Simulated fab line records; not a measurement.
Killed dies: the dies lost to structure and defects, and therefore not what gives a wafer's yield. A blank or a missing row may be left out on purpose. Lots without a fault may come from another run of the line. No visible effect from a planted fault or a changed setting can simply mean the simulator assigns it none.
fab line records | flow sky130
record lots=6 | wafers=18 | lastDay=50
route steps=708 shown RES_XHIGH@332 SD_N@342 PAD_OPEN@708
lots that met no fault: from a run of the same line without faults
startH: hours from the record's opening day to when the first of the lot's shown wafers began | waitH: time in hours since the lot's previous step | " unchanged from the row above | L1.1+2: one row covering several wafers at once | - no value, or no start was given | * or withheld: withheld | < > ~ a bound
route shown NAME@n: names a module that has steps shown in the file, with the first one's number in the route | usual: the fault-free wafers' mean and standard deviation | same: alike in all rows | chamber/n: place in a boat | sites: readings site by site | _std_site: standard deviation across them | _edge_site: the outer-site mean with the inner-site mean subtracted | radiusMm: for every site, how far away it sits from the centre of the wafer | mask NAME#n: copy n | behind: the tool/chamber that last shaped the wafer | hold: reason for holding the lot/hours on hold/outcome of the hold | device: names the non-switching transistor (n, p or np) | end of line: tests run on the same wafers once the route is complete | a step given without rows: its recipe and nothing more | killed: dies lost to structure and defects at the first sort, not the wafer's yield | map: a wafer's dies, x killed, . not, _ none there
set.NAME: the setting that was run; set.NAME@STEP: the one run at that earlier step | model.NAME: the simulator's own value behind a step, which no gauge read
certain route steps with their lots: each step a table, each wafer a row
services: when a tool's chamber went out of use (startH, in hours from the record's first day, below 0 if earlier), for how many hours, and the reason
## steps
# step SKY_RES_XHIGH_DEHYDRATE_00
# recipe tempC=200 | timeS=60
# step SKY_RES_XHIGH_HMDS_01
# recipe primeTimeS=60 | primeTempC=120
# step SKY_RES_XHIGH_COAT_02
# recipe resist=NOVOLAK | spinRpm=3000 | resistThkNm=1140
# step SKY_RES_XHIGH_SOFTBAKE_03
# recipe tempC=90 | timeS=60 | resist=NOVOLAK
# step SKY_RES_XHIGH_EXPOSE_04
# recipe maskId=URPM | na=0.6 | sourceShape=conventional | sigmaOuter=0.6 | polarization=unpolarized | targetCdNm=1270 | doseMj=140
# step SKY_RES_XHIGH_PEB_05
# recipe tempC=withheld | timeS=* | resist=NOVOLAK
# step SKY_RES_XHIGH_DEVELOP_06
# recipe resist=NOVOLAK | developer=TMAH | developTimeS=60 | devTempC=23.47
# step SKY_RES_XHIGH_IMPLANT_07
# recipe species=BF2 | energyKev=20 | doseCm2=3.6e+14 | tiltDeg=0
# step SKY_RES_XHIGH_STRIP_08
# recipe chemistry=O2/N2 | powerW=1400 | pressureMtorr=1500 | platenTempC=withheld | o2FlowSccm=3000 | n2FlowSccm=300 | overashFraction=0.5
# usual drypumpMotorCurrentA=5.78/0.3 | oesProductAu=0.711/0.004 | stripTimeToEndpointS=14.28/0.042
lot.wafer | tool           | chamber | startH | waitH | drypumpMotorCurrentA | oesProductAu | rfHoursCounterH | stripTimeToEndpointS
L929.3    | plasmaAsher-04 | 1       | 622.61 | 0.1   | 5.67                 | 0.710        | -               | 14.29
L929.4    | "              | 0       | "      | "     | 5.97                 | 0.702        | -               | 14.27
L929.6    | "              | 1       | "      | "     | 5.67                 | 0.707        | -               | 14.29
L933.1    | plasmaAsher-01 | 0       | 668.90 | 0.1   | 6.36                 | 0.711        | 94              | 14.28
L933.4    | "              | 1       | "      | "     | 5.41                 | 0.717        | -               | 14.29
L933.6    | "              | 0       | "      | "     | 6.35                 | 0.712        | -               | 14.23
L945.2    | plasmaAsher-04 | 1       | 760.08 | 0.1   | 5.71                 | 0.712        | 57              | 14.31
L945.3    | "              | 0       | "      | "     | 6.00                 | 0.717        | -               | 14.28
L945.6    | "              | 0       | "      | "     | 5.98                 | 0.703        | -               | 14.27
L947.3    | plasmaAsher-02 | 0       | 772.14 | 0.1   | 5.60                 | 0.715        | -               | 14.29
L947.5    | "              | 0       | "      | "     | 5.62                 | 0.713        | -               | 14.28
L947.6    | "              | 1       | "      | "     | 5.81                 | 0.707        | -               | 14.29
L949.1    | plasmaAsher-02 | 0       | 780.80 | 0.1   | 5.59                 | 0.711        | 35              | 14.26
L949.4    | "              | 1       | "      | "     | 5.81                 | 0.714        | -               | 14.25
L949.6    | "              | 1       | "      | "     | 5.77                 | 0.705        | -               | 14.27
L952.1    | plasmaAsher-01 | 1       | 800.85 | 0.1   | 5.41                 | 0.702        | 5               | 14.30
L952.5    | "              | 0       | "      | "     | 6.35                 | 0.708        | -               | 14.32
L952.6    | "              | 1       | "      | "     | 5.44                 | 0.710        | -               | 14.27
# step SKY_RES_XHIGH_TW_MEAS_09
# usual RES_XHIGH_TW=1650/23
lot.wafer | tool         | chamber | startH | waitH | RES_XHIGH_TW
L929.3    | filmMetro-04 | -       | 622.70 | 0.1   | 1671
L929.4    | "            | -       | "      | "     | 1669
L929.6    | "            | -       | "      | "     | 1669
L933.1    | filmMetro-03 | -       | 669.00 | 0.1   | 1658
L933.4    | "            | -       | "      | "     | 1672
L933.6    | "            | -       | "      | "     | 1658
L945.2    | filmMetro-04 | -       | 760.19 | 0.1   | 1652
L945.3    | "            | -       | "      | "     | 1666
L945.6    | "            | -       | "      | "     | 1657
L947.3    | filmMetro-03 | -       | 772.22 | 0.1   | 1659
L947.5    | "            | -       | "      | "     | 1662
L947.6    | "            | -       | "      | "     | 1664
L949.1    | filmMetro-01 | -       | 780.90 | 0.1   | 1620
L949.4    | "            | -       | "      | "     | 1625
L949.6    | "            | -       | "      | "     | 1618
L952.1    | filmMetro-03 | -       | 800.95 | 0.1   | 1671
L952.5    | "            | -       | "      | "     | 1674
L952.6    | "            | -       | "      | "     | 1669
# step SKY_SD_N_DEHYDRATE_00
# recipe tempC=200 | timeS=60
# step SKY_SD_N_HMDS_01
# recipe primeTimeS=60 | primeTempC=120
# step SKY_SD_N_COAT_02
# recipe resist=NOVOLAK | spinRpm=3000 | resistThkNm=1140
lot.wafer  | tool          | chamber | startH | waitH | model.NOVOLAK_of_SD_N_COAT_02.thkNm
L929.3+6   | lithoTrack-02 | 0       | 636.58 | 0.1   | 1142
L929.4     | "             | 0       | "      | "     | 1144
L933.1+4+6 | lithoTrack-04 | 0       | 682.93 | 0.1   | 1145
L945.2     | lithoTrack-02 | 0       | 773.51 | 0.1   | 1026
L945.3     | "             | 0       | "      | "     | 1029
L945.6     | "             | 0       | "      | "     | 1025
L947.3     | lithoTrack-02 | 0       | 784.88 | 0.1   | 1030
L947.5     | "             | 0       | "      | "     | 1032
L947.6     | "             | 0       | "      | "     | 1031
L949.1     | lithoTrack-04 | 0       | 794.13 | 0.1   | 1140
L949.4     | "             | 0       | "      | "     | 1142
L949.6     | "             | 0       | "      | "     | 1144
L952.1     | lithoTrack-01 | 0       | 814.25 | 0.1   | 1140
L952.5     | "             | 0       | "      | "     | 1141
L952.6     | "             | 0       | "      | "     | 1144
# step SKY_SD_N_SOFTBAKE_03
# recipe tempC=90 | timeS=60 | resist=NOVOLAK
# step SKY_SD_N_EXPOSE_04
# recipe maskId=NSDM | na=0.6 | sourceShape=conventional | sigmaOuter=0.6 | polarization=unpolarized | targetCdNm=380 | doseMj=141
# step SKY_SD_N_PEB_05
# recipe tempC=withheld | timeS=* | resist=NOVOLAK
# step SKY_SD_N_DEVELOP_06
# recipe resist=NOVOLAK | developer=TMAH | developTimeS=60 | devTempC=23
lot.wafer | tool          | chamber | startH | waitH | model.NOVOLAK_of_SD_N_COAT_02.thkNm
L929.3+6  | lithoTrack-01 | 0       | 651.05 | 0.1   | 1142
L929.4    | "             | 0       | "      | "     | 1143
L933.1+6  | lithoTrack-02 | 0       | 697.33 | 0.1   | 1144
L933.4    | "             | 0       | "      | "     | 1145
L945.2+6  | lithoTrack-01 | 0       | 787.22 | 0.1   | 1025
L945.3    | "             | 0       | "      | "     | 1029
L947.3    | lithoTrack-02 | 0       | 798.53 | 0.1   | 1029
L947.5    | "             | 0       | "      | "     | 1032
L947.6    | "             | 0       | "      | "     | 1031
L949.1    | lithoTrack-02 | 0       | 807.93 | 0.1   | 1139
L949.4    | "             | 0       | "      | "     | 1141
L949.6    | "             | 0       | "      | "     | 1144
L952.1    | lithoTrack-02 | 0       | 827.48 | 0.1   | 1139
L952.5    | "             | 0       | "      | "     | 1140
L952.6    | "             | 0       | "      | "     | 1143
# step SKY_SD_N_CD_MEAS_07
# recipe targetCdNm=380
# usual cdNm=380.3/2.9
lot.wafer | tool     | chamber | startH | waitH | hold                    | cdNm
L929.3    | cdSem-02 | -       | 651.19 | 0.1   | -                       | 381.2
L929.4    | "        | -       | "      | "     | -                       | 380.3
L929.6    | "        | -       | "      | "     | -                       | 382.7
L933.1    | cdSem-02 | -       | 697.48 | 0.1   | -                       | 380.5
L933.4    | "        | -       | "      | "     | -                       | 381.2
L933.6    | "        | -       | "      | "     | -                       | 382.4
L945.2    | cdSem-02 | -       | 787.37 | 0.1   | awaitDispo/0.2h/release | 392.1
L945.3    | "        | -       | "      | "     | awaitDispo/0.2h/release | 391.3
L945.6    | "        | -       | "      | "     | awaitDispo/0.2h/release | 389.3
L945.2    | cdSem-02 | -       | 787.65 | 0.3   | -                       | 392.3
L945.3    | "        | -       | "      | "     | -                       | 391.2
L945.6    | "        | -       | "      | "     | -                       | 389.4
L947.3    | cdSem-02 | -       | 798.67 | 0.1   | awaitDispo/0.2h/release | 394.2
L947.5    | "        | -       | "      | "     | awaitDispo/0.2h/release | 394.7
L947.6    | "        | -       | "      | "     | awaitDispo/0.2h/release | 391.2
L947.3    | cdSem-02 | -       | 798.96 | 0.3   | -                       | 394.4
L947.5    | "        | -       | "      | "     | -                       | 394.6
L947.6    | "        | -       | "      | "     | -                       | 391.1
L949.1    | cdSem-02 | -       | 808.08 | 0.1   | -                       | 380.2
L949.4    | "        | -       | "      | "     | -                       | 379.3
L949.6    | "        | -       | "      | "     | -                       | 377.2
L952.1    | cdSem-02 | -       | 827.63 | 0.1   | -                       | 385.0
L952.5    | "        | -       | "      | "     | -                       | 383.4
L952.6    | "        | -       | "      | "     | -                       | 384.0
# step SKY_SD_N_OVL_MEAS_08
# usual SD_N_OVL=1.0/1.5
lot.wafer | tool       | chamber | startH | waitH | hold                    | SD_N_OVL[nm]
L929.3    | overlay-01 | -       | 651.28 | 0.1   | -                       | 1.1
L929.4    | "          | -       | "      | "     | -                       | 2.1
L929.6    | "          | -       | "      | "     | -                       | 0.8
L933.1    | overlay-02 | -       | 697.60 | 0.1   | -                       | 1.4
L933.4    | "          | -       | "      | "     | -                       | 3.2
L933.6    | "          | -       | "      | "     | -                       | 2.7
L945.2    | overlay-01 | -       | 790.76 | 3.1   | awaitDispo/3.0h/release | -1.4
L945.3    | "          | -       | "      | "     | awaitDispo/3.0h/release | -0.3
L945.6    | "          | -       | "      | "     | awaitDispo/3.0h/release | 0.1
L947.3    | overlay-01 | -       | 805.39 | 6.4   | awaitDispo/6.3h/release | -0.6
L947.5    | "          | -       | "      | "     | awaitDispo/6.3h/release | 0.1
L947.6    | "          | -       | "      | "     | awaitDispo/6.3h/release | 0.1
L949.1    | overlay-02 | -       | 808.20 | 0.1   | -                       | 1.9
L949.4    | "          | -       | "      | "     | -                       | -0.4
L949.6    | "          | -       | "      | "     | -                       | 0.1
L952.1    | overlay-01 | -       | 827.75 | 0.1   | -                       | 0.7
L952.5    | "          | -       | "      | "     | -                       | 1.3
L952.6    | "          | -       | "      | "     | -                       | 0.1
# step SKY_SD_N_IMPLANT_09
# recipe species=As | energyKev=50 | doseCm2=4e+15 | tiltDeg=0
# step SKY_SD_N_IMPLANT_10
# recipe species=P | energyKev=20 | doseCm2=1e+14 | tiltDeg=0
# step SKY_SD_N_STRIP_11
# recipe chemistry=O2/N2 | powerW=1400 | pressureMtorr=1500 | platenTempC=withheld | o2FlowSccm=3000 | n2FlowSccm=300 | overashFraction=0.5
# usual drypumpMotorCurrentA=5.7/0.32 | oesProductAu=0.528/0.0047 | stripTimeToEndpointS=22.57/0.043
lot.wafer | tool           | chamber | startH | waitH | drypumpMotorCurrentA | oesProductAu | rfHoursCounterH | stripTimeToEndpointS
L929.3    | plasmaAsher-04 | 0       | 651.63 | 0.1   | 6.0                  | 0.536        | -               | 22.55
L929.4    | "              | 1       | "      | "     | 5.7                  | 0.522        | -               | 22.56
L929.6    | "              | 0       | "      | "     | 6.0                  | 0.529        | -               | 22.55
L933.1    | plasmaAsher-02 | 1       | 697.94 | 0.1   | 5.8                  | 0.529        | 26              | 22.57
L933.4    | "              | 0       | "      | "     | 5.6                  | 0.531        | -               | 22.60
L933.6    | "              | 1       | "      | "     | 5.8                  | 0.531        | -               | 22.58
L945.2    | plasmaAsher-02 | 1       | 791.16 | 0.2   | 5.8                  | 0.514        | 35              | 21.26
L945.3    | "              | 0       | "      | "     | 5.6                  | 0.518        | -               | 21.31
L945.6    | "              | 0       | "      | "     | 5.6                  | 0.517        | -               | 21.24
L947.3    | plasmaAsher-03 | 0       | 805.75 | 0.1   | 5.0                  | 0.521        | -               | 21.32
L947.5    | "              | 1       | "      | "     | 6.0                  | 0.506        | -               | 21.33
L947.6    | "              | 0       | "      | "     | 5.0                  | 0.518        | -               | 21.33
L949.1    | plasmaAsher-02 | 1       | 808.54 | 0.1   | 5.8                  | 0.527        | 37              | 22.56
L949.4    | "              | 1       | "      | "     | 5.8                  | 0.523        | -               | 22.59
L949.6    | "              | 1       | "      | "     | 5.8                  | 0.528        | -               | 22.61
L952.1    | plasmaAsher-02 | 0       | 828.09 | 0.1   | 5.6                  | 0.527        | 39              | 22.54
L952.5    | "              | 0       | "      | "     | 5.6                  | 0.529        | -               | 22.53
L952.6    | "              | 1       | "      | "     | 5.8                  | 0.526        | -               | 22.59
# step SKY_SD_N_TW_MEAS_12
# usual SD_N_TW=3997/50
lot.wafer | tool         | chamber | startH | waitH | SD_N_TW
L929.3    | filmMetro-01 | -       | 651.72 | 0.1   | 3920
L929.4    | "            | -       | "      | "     | 3933
L929.6    | "            | -       | "      | "     | 3913
L933.1    | filmMetro-04 | -       | 698.04 | 0.1   | 4013
L933.4    | "            | -       | "      | "     | 4006
L933.6    | "            | -       | "      | "     | 4025
L945.2    | filmMetro-03 | -       | 791.27 | 0.1   | 4044
L945.3    | "            | -       | "      | "     | 4058
L945.6    | "            | -       | "      | "     | 4066
L947.3    | filmMetro-04 | -       | 805.83 | 0.1   | 4008
L947.5    | "            | -       | "      | "     | 4016
L947.6    | "            | -       | "      | "     | 4016
L949.1    | filmMetro-01 | -       | 808.64 | 0.1   | 3913
L949.4    | "            | -       | "      | "     | 3929
L949.6    | "            | -       | "      | "     | 3917
L952.1    | filmMetro-01 | -       | 828.19 | 0.1   | 3939
L952.5    | "            | -       | "      | "     | 3963
L952.6    | "            | -       | "      | "     | 3956
# step SKY_PAD_OPEN_PROBE_99
# usual killed_at_M0_to_M3=43/7.5 | killed_at_M4_up=3.2/1.9 | killedAtContacts=24/4.9 | killedAtFrontEnd=15/4.3 | killedAtOther=0.4/0.72 | killedDies=86/9.1 | killedOpen=47/6.5 | killedShort=39/6.5
# same grossDies=492 | killedAtBackSide=0
lot.wafer | tool      | chamber | startH  | waitH | killed_at_M0_to_M3 | killed_at_M4_up | killedAtContacts | killedAtFrontEnd | killedAtOther | killedDies | killedOpen | killedShort
L929.3    | prober-02 | -       | 1086.18 | 0.2   | 36                 | 6               | 25               | 15               | 0             | 82         | 38         | 44
L929.4    | prober-02 | -       | 1086.23 | 0.2   | 43                 | 4               | 25               | 22               | 0             | 94         | 44         | 49
L929.6    | prober-02 | -       | 1086.33 | 0.2   | 36                 | 3               | 28               | 14               | 0             | 81         | 39         | 41
L933.1    | prober-01 | -       | 1119.25 | 0.1   | 45                 | 6               | 20               | 16               | 0             | 87         | 51         | 34
L933.4    | prober-01 | -       | 1119.40 | 0.2   | 43                 | 2               | 26               | 11               | 0             | 82         | 46         | 35
L933.6    | prober-01 | -       | 1119.50 | 0.2   | 46                 | 5               | 15               | 11               | 1             | 78         | 50         | 25
L947.3    | prober-02 | -       | 1188.42 | 0.2   | 50                 | 3               | 20               | 12               | 1             | 86         | 54         | 32
L947.5    | prober-02 | -       | 1188.52 | 0.2   | 40                 | 2               | 27               | 15               | 0             | 84         | 41         | 43
L947.6    | prober-02 | -       | 1188.57 | 0.2   | 43                 | 3               | 20               | 18               | 0             | 84         | 43         | 41
# killed by level:class
L929.3 CONTACT:geometricParticle:short=8 VIA1:geometricParticle:open=8 LI_CONTACT:geometricParticle:open=7 METAL2:geometricParticle:short=7 CONTACT:geometricParticle:open=6 VIA2:geometricParticle:open=5 METAL4:geometricParticle:short=5 FIELD_ISO:geometricParticle:short=4
L929.4 CONTACT:geometricParticle:open=11 METAL3:geometricParticle:short=9 VIA1:geometricParticle:short=8 VIA1:geometricParticle:open=7 FIELD_ISO:geometricParticle:open=5 POLY_GATE:geometricParticle:open=5 LI_CONTACT:geometricParticle:open=5 METAL2:geometricParticle:short=5
L929.6 VIA1:geometricParticle:open=9 LI_CONTACT:geometricParticle:open=7 CONTACT:geometricParticle:open=7 METAL1:geometricParticle:short=7 CONTACT:geometricParticle:short=6 POLY_GATE:geometricParticle:open=5 LOCAL_INTERCONNECT:geometricParticle:short=5 VIA1:geometricParticle:short=4
L933.1 CONTACT:geometricParticle:open=9 VIA2:geometricParticle:open=8 VIA1:geometricParticle:open=8 METAL2:geometricParticle:short=8 LI_CONTACT:geometricParticle:open=5 FIELD_ISO:geometricParticle:open=4 VIA3:geometricParticle:open=4 POLY_GATE:geometricParticle:short=4
L933.4 VIA1:geometricParticle:open=10 CONTACT:geometricParticle:open=9 LI_CONTACT:geometricParticle:open=9 METAL1:geometricParticle:short=8 VIA3:geometricParticle:open=7 METAL2:geometricParticle:short=5 FIELD_ISO:geometricParticle:open=3 POLY_GATE:geometricParticle:short=3
L933.6 VIA1:geometricParticle:open=11 VIA2:geometricParticle:open=7 CONTACT:geometricParticle:open=7 VIA3:geometricParticle:open=6 METAL1:geometricParticle:short=5 LI_CONTACT:geometricParticle:open=4 METAL1:geometricParticle:open=4 METAL2:geometricParticle:short=4
L947.3 VIA1:geometricParticle:open=12 CONTACT:geometricParticle:open=9 VIA3:geometricParticle:open=7 VIA2:geometricParticle:open=7 POLY_GATE:geometricParticle:open=4 VIA1:geometricParticle:short=4 METAL2:geometricParticle:short=4 FIELD_ISO:geometricParticle:open=3
L947.5 LI_CONTACT:geometricParticle:short=7 LI_CONTACT:geometricParticle:open=7 METAL1:geometricParticle:short=7 CONTACT:geometricParticle:open=7 VIA1:geometricParticle:open=6 VIA2:geometricParticle:open=6 FIELD_ISO:geometricParticle:short=5 VIA3:geometricParticle:open=5
L947.6 VIA1:geometricParticle:open=10 CONTACT:geometricParticle:open=9 FIELD_ISO:geometricParticle:short=8 LI_CONTACT:geometricParticle:open=6 METAL2:geometricParticle:short=6 LOCAL_INTERCONNECT:geometricParticle:short=5 VIA2:geometricParticle:open=5 POLY_GATE:geometricParticle:short=4
## services
tool           | chamber | startH | hours | kind
plasmaAsher-01 | -       | 710.02 | 0.7   | repair
plasmaAsher-01 | -       | 733.75 | 9.0   | pm
plasmaAsher-01 | 0       | 733.75 | 9.0   | ventCycle
plasmaAsher-01 | 1       | 733.75 | 9.0   | ventCycle
plasmaAsher-01 | 0       | 742.75 | -     | clean
plasmaAsher-01 | 1       | 742.75 | -     | clean
lithoTrack-04  | -       | 748.46 | -     | consumableReplace:filter
plasmaAsher-02 | -       | 820.39 | 2.8   | pm
## key
firstSign step=SKY_SD_N_CD_MEAS_07 | reading=visit | direction=added
effect step=SKY_SD_N_CD_MEAS_07 | reading=cdNm | direction=up | sigmas=4.1 | usual=380.3 | struck=392.2
effect step=SKY_SD_N_STRIP_11 | reading=stripTimeToEndpointS | direction=down | sigmas=30 | usual=* | struck=*
modelEffect step=SKY_SD_N_COAT_02 | value=NOVOLAK_of_SD_N_COAT_02.thkNm | without=1141 | struck=1029
modelEffect step=SKY_SD_N_DEVELOP_06 | value=NOVOLAK_of_SD_N_COAT_02.thkNm | without=1141 | struck=1028
metAt SKY_SD_N_COAT_02
struckWafers L945.2,L945.3,L945.6,L947.3,L947.5,L947.6
testerLeftOut L945,L947
onsetBetween 636.58 773.51
fault kind=processParameterDrift | tool=lithoTrack-02 | chamber=- | onsetH=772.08 | steps=SKY_SD_N_COAT_02 | channel=resistThkNm | offset=-112.14 | shape=step | endH=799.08 | actsIn=theseRecipesOnly | stated=1140
# testerLeftOut: of these lots the tester's yield and bins aren't shown, on N5 and GAA mostly nor the transistor test; their killed dies are dies lost to structure and defects alone, not to doping, threshold or leakage, so they don't give the yield
